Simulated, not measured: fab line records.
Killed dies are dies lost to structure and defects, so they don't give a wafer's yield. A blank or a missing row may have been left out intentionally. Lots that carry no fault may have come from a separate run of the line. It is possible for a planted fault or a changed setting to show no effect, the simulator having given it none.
Problem report in the 8D (eight disciplines) form, filled by code | flow gf180mcu | the parts of the form that need people (team, actions taken, sign-off) are left out

## 1. PROBLEM STATEMENT
Wafers free of any fault read 456.6 ohm/sq (standard deviation 1.4) for MVSD_RS at GF_VT_IMPLANT_RS_MEAS_46, against a mean of 133.0 ohm/sq on 6 wafers of 2 lots. So: -99 or more standard deviations from the usual mean.
The step: measures by four-point-probe.
Earliest sighting: wafer L532.2 on filmMetro-01 at day 12 01:26. The record holds 42 wafers of 14 lots with a number at this step. By rule, "out" or "out of limits" means more than 4 standard deviations away from the usual mean. All remaining wafers that have a number are taken as sound.

## 2. WHAT IT IS, AND WHAT IT ISN'T
question                    | is                     | is not
which readings at this step | MVSD_RS                | -
which lots                  | L532, L533             | L515, L516, L517, L519, L520, L521, L523, L524, L535, L536, L537, L538
which wafers of those lots  | all that have a number | -
read on which gauges        | filmMetro-01           | filmMetro-03, filmMetro-04
when                        | from day 12 01:26      | up to then (24 sound wafers); but 12 sound wafers of L535, L536, L537, L538 came after

## 3. SUSPECTS, AND WHAT RULES EACH OUT
Counting: a tool stays on the suspect list if, at a process step up to the reading, it processed all lots that are out and no sound lot following the first of them.
- the gauge at GF_VT_IMPLANT_RS_MEAS_46: kept. All the wafers that are out were read on filmMetro-01, and no step on other tools shows them out.
- rtpAnneal-02 at GF_VT_IMPLANT_RTA_45 (time 30 s): ruled out as a lasting fault. After its first lot that is out, L532 (day 12 01:20), sound lots L536, L538 ran on it.
Remaining after the count: filmMetro-01 at GF_VT_IMPLANT_RS_MEAS_46.

## 4. THE CAUSE (what the simulator had put in)
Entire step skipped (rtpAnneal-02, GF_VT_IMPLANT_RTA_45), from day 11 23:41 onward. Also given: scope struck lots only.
Counting ruled it out, wrongly: the rule takes a fault to strike every lot that its tool runs from its start on, and this one did not.

## 5. SEQUENCE OF EFFECTS, ordered by route
Rows list readings where the struck wafers' mean (over those with a number) sits beyond 3 standard deviations from the usual. Scope: only readings with a usual standard deviation given in the record; hours: median across lots of the time from each lot's start at the first step in this table that gives one to its start at this step; sigmas: change in usual standard deviations.
hours | step                     | reading    | usual        | on struck wafers | change | sigmas
0     | GF_VT_IMPLANT_RS_MEAS_46 | MVSD_RS    | 456.6 ohm/sq | 133.0            | -323.6 | -99 or more
0     | GF_VT_IMPLANT_RS_MEAS_47 | NWELL_RS   | 488.1 ohm/sq | 133.2            | -354.9 | -99 or more
0     | GF_VT_IMPLANT_RS_MEAS_48 | LVPWELL_RS | 1198 ohm/sq  | 133              | -1065  | -99 or more
Readings that are blank on the struck wafers while sound wafers have them: annealTempCMax at GF_VT_IMPLANT_RTA_45; chamberO2Ppm at GF_VT_IMPLANT_RTA_45; lampPowerPct at GF_VT_IMPLANT_RTA_45; wafer_temp_C_max at GF_VT_IMPLANT_RTA_45.

## 6. WHAT WOULD HAVE CAUGHT IT SOONER
In this record the first reading out of limits at a measuring or inspecting step was taken at day 12 01:26, 2 hours after the fault began at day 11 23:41.
At GF_VT_IMPLANT_RTA_45 the tool's readings are blank on the struck wafers, where sound wafers have them: an empty tool record is the first sign, and it was there at once.
